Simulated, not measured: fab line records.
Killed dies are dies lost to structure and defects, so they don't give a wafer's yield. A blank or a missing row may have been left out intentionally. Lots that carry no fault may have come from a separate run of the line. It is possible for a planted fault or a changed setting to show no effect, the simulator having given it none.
Chamber matching ; flow gf180mcu ; pecvd-02 running GF_MIM_CVD_05: 3 sister chambers
The step deposits Si3N4, target thk 42 nm, time 29.086 s. 3 wafers are shown with their chamber, then 7 later ones without.

== WAFERS PAIRED WITH THEIR CHAMBERS ==
wafer;chamber;heater-power-w (W)
L630.4;0;892
L632.1;2;592
L632.2;1;737

== WAFERS WITH NO CHAMBER GIVEN ==
wafer;heater-power-w (W)
L632.3;828
L637.1;622
L637.2;798
L637.3;863
L639.1;854
L639.2;528
L639.5;856

== WHICH CHAMBER EACH WENT THROUGH ==
wafer;from the rows above;in truth
L632.3;can't be placed: 0 or 1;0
L637.1;can't be placed: 2 or 1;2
L637.2;can't be placed: 1 or 0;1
L637.3;0;0
L639.1;can't be placed: 0 or 1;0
L639.2;2;2
L639.5;can't be placed: 0 or 1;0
Placed correctly: 2 of 7. Unplaceable from these rows: 5, with the true chamber sitting among the candidates in 5. 0 placed wrongly.
How it was worked out, from the rows above alone: a wafer's distance from a chamber is the root of the sum, over the readings, of the square of ((its reading less the chamber's mean) divided by the reading's scatter). The wafer belongs to the nearest chamber; if the next one is less than 2 further off, it can't be placed. A chamber's mean is the mean of its shown wafers. The scatter (one wafer shown for each chamber): square how far every hidden wafer sits from the nearest shown wafer, average those squares and take the square root.
